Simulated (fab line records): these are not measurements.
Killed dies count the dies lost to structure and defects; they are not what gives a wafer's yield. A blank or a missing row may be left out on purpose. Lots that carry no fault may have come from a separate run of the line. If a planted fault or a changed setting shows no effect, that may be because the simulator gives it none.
Matching of chambers | flow sky130 | rie_si-01 running SKY_FIELD_ISO_ETCH_17: 4 sister chambers
The step etches Si in HBr/Cl2/O2, target depth 342 nm, time 97.7 s. 16 wafers are shown with their chamber, then 8 later ones without.

## WAFERS WITH THEIR CHAMBER
wafer  | chamber | oes_product_au (a.u.) | throttle_valve_pct (%) | chamber_pressure_mTorr (mTorr)
L757.2 | 0       | 1.007                 | 25.625                 | 15.007
L757.4 | 1       | 1.002                 | 25.667                 | 15.013
L757.5 | 3       | 1.012                 | 25.663                 | 15.011
L759.1 | 3       | 1.006                 | 25.660                 | 14.990
L759.3 | 1       | 1.010                 | 25.661                 | 14.992
L759.6 | 3       | 1.002                 | 25.670                 | 15.018
L760.1 | 3       | 1.006                 | 25.653                 | 14.995
L760.5 | 0       | 1.014                 | 25.642                 | 15.030
L760.6 | 3       | 1.001                 | 25.656                 | 15.002
L763.1 | 2       | 0.997                 | 25.662                 | 15.002
L763.4 | 3       | 1.010                 | 25.637                 | 15.011
L763.5 | 0       | 1.009                 | 25.639                 | 14.988
L764.1 | 1       | 1.015                 | 25.635                 | 15.003
L764.2 | 2       | 0.996                 | 25.649                 | 14.984
L764.3 | 0       | 1.006                 | 25.643                 | 14.987
L771.2 | 0       | 1.015                 | 25.657                 | 15.011

SIGNATURES (means of the wafers above)
reading                | chamber 0 | chamber 1 | chamber 2 | chamber 3 | scatter within a chamber
oes_product_au         | 1.01020   | 1.00900   | 0.99650   | 1.00617   | 0.00453
throttle_valve_pct     | 25.64120  | 25.65433  | 25.65550  | 25.65650  | 0.0123
chamber_pressure_mTorr | 15.00460  | 15.00267  | 14.99300  | 15.00450  | 0.0136
Rule: for a wafer and a chamber, the distance is found by dividing, reading by reading, the gap between the wafer's reading and the chamber's mean by the reading's scatter, squaring, summing and taking the root. If the next closest chamber is less than 2 further off than the closest, the wafer can't be placed; otherwise it belongs to the closest. How the scatter is found: for the shown wafers, subtract from each reading the mean of its chamber, square and add these, divide the total by (wafers less chambers), then take the root.

## WAFERS WHOSE CHAMBER IS MISSING
wafer  | oes_product_au (a.u.) | throttle_valve_pct (%) | chamber_pressure_mTorr (mTorr)
L771.4 | 0.998                 | 25.647                 | 14.999
L771.5 | 1.014                 | 25.646                 | 14.985
L776.2 | 1.002                 | 25.635                 | 14.990
L776.3 | 1.005                 | 25.652                 | 15.000
L776.5 | 1.008                 | 25.634                 | 15.023
L778.1 | 1.003                 | 25.660                 | 14.999
L778.2 | 0.997                 | 25.660                 | 15.016
L778.3 | 1.015                 | 25.641                 | 14.998

## THE CHAMBER EACH PASSED THROUGH
wafer  | from the rows above               | in truth
L771.4 | can't be placed: 2 or 3 or 1 or 0 | 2
L771.5 | can't be placed: 0 or 1 or 3      | 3
L776.2 | can't be placed: 2 or 0 or 3 or 1 | 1
L776.3 | can't be placed: 3 or 1 or 0 or 2 | 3
L776.5 | can't be placed: 0 or 1 or 3      | 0
L778.1 | can't be placed: 3 or 1 or 2 or 0 | 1
L778.2 | can't be placed: 2 or 3 or 1 or 0 | 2
L778.3 | can't be placed: 0 or 1 or 3      | 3
Correctly placed: 0 of 8. Cannot be placed on the basis of these rows: 8; the candidates contain the true chamber in 8. Wrongly placed: 0.
